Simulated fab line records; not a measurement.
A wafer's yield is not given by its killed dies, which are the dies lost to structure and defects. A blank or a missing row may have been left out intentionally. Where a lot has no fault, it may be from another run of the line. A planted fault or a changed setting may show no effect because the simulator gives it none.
Code-filled problem report in 8D (eight disciplines) form    flow sky130    the parts of the form that need people (team, actions taken, sign-off) are left out

== 1. WHAT IS WRONG ==
METAL2_ALCU_RS at SKY_METAL2_RS_MEAS_05 reads a mean of 8.6512 ohm/sq on 6 wafers of 2 lots; wafers without a fault read 0.1262 ohm/sq with a standard deviation of 0.0017. So: +99 or more standard deviations from the usual mean.
The step: measures by four-point-probe.
First observed at day 38 15:01: wafer L628.2, on film metro-01. The record holds 36 wafers of 12 lots with a number at this step. The rule behind "out" and "out of limits": a value lying over 4 standard deviations away from the usual mean. The other wafers with a number count as sound.

== 2. WHAT IT IS, AND WHAT IT ISN'T ==
question                     is                      is not
which readings at this step  METAL2_ALCU_RS          -
which lots                   L628, L630              L617, L620, L624, L627, L629, L634, L636, L637, L638, L639
which wafers of those lots   all that have a number  -
read on which gauges         film metro-01           film metro-02, film metro-04
when                         from day 38 15:01       up to then (15 sound wafers); but 15 sound wafers of L634, L636, L637, L638, L639 came after

== 3. SUSPECTS, AND WHAT RULES EACH OUT ==
Counting: a tool stays on the suspect list if, at a process step up to the reading, it processed all lots that are out and no sound lot following the first of them.
- the gauge at SKY_METAL2_RS_MEAS_05: kept. All the wafers that are out were read on film metro-01, and no step on other tools shows them out.
- pvd sputter-04 at SKY_METAL2_SPUTTER_01 (material TiN, target thk 20 nm, time 16.7 s): ruled out as a lasting fault. After its first lot that is out, L628 (day 38 14:53), sound lots L634, L636 ran on it.
- pvd sputter-04 at SKY_METAL2_SPUTTER_02 (material AlCu, target thk 250 nm, time 13.3 s): ruled out as a lasting fault. After its first lot that is out, L628 (day 38 14:54), sound lots L634, L636 ran on it.
After counting, what remains is film metro-01 at SKY_METAL2_RS_MEAS_05.

== 4. THE CAUSE (what the simulator had put in) ==
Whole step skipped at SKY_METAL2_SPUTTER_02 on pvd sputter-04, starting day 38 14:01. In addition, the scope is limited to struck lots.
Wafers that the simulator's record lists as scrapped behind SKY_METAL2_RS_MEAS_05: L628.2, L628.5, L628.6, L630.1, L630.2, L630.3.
Counting ruled it out, wrongly: the rule takes a fault to strike every lot that its tool runs from its start on, and this one did not.

== 5. THE EFFECT CHAIN, in route order ==
Each row: a reading where the mean over the struck wafers with a number is more than 3 standard deviations away from the usual. Readings are gone through only where the record gives a usual standard deviation; hours: the median, over the lots, of the time from a lot's start at the first step in this table giving one to that lot's start at this step; sigmas: the change measured in usual standard deviations.
hours  step                   reading         usual          on struck wafers  change   sigmas
0      SKY_METAL2_RS_MEAS_05  METAL2_ALCU_RS  0.1262 ohm/sq  8.6512            +8.5250  +99 or more
Readings that are blank on the struck wafers while sound wafers have them: cathode dc power W at SKY_METAL2_SPUTTER_02; chamber pressure pa at SKY_METAL2_SPUTTER_02; throttle valve pct at SKY_METAL2_SPUTTER_02.

== 6. HOW IT WOULD HAVE BEEN CAUGHT EARLIER ==
In this record the first reading out of limits at a measuring or inspecting step was taken at day 38 15:01, 1 hour after the fault began at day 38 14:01.
At SKY_METAL2_SPUTTER_02 the tool's readings are blank on the struck wafers, where sound wafers have them: an empty tool record is the first sign, and it was there at once.
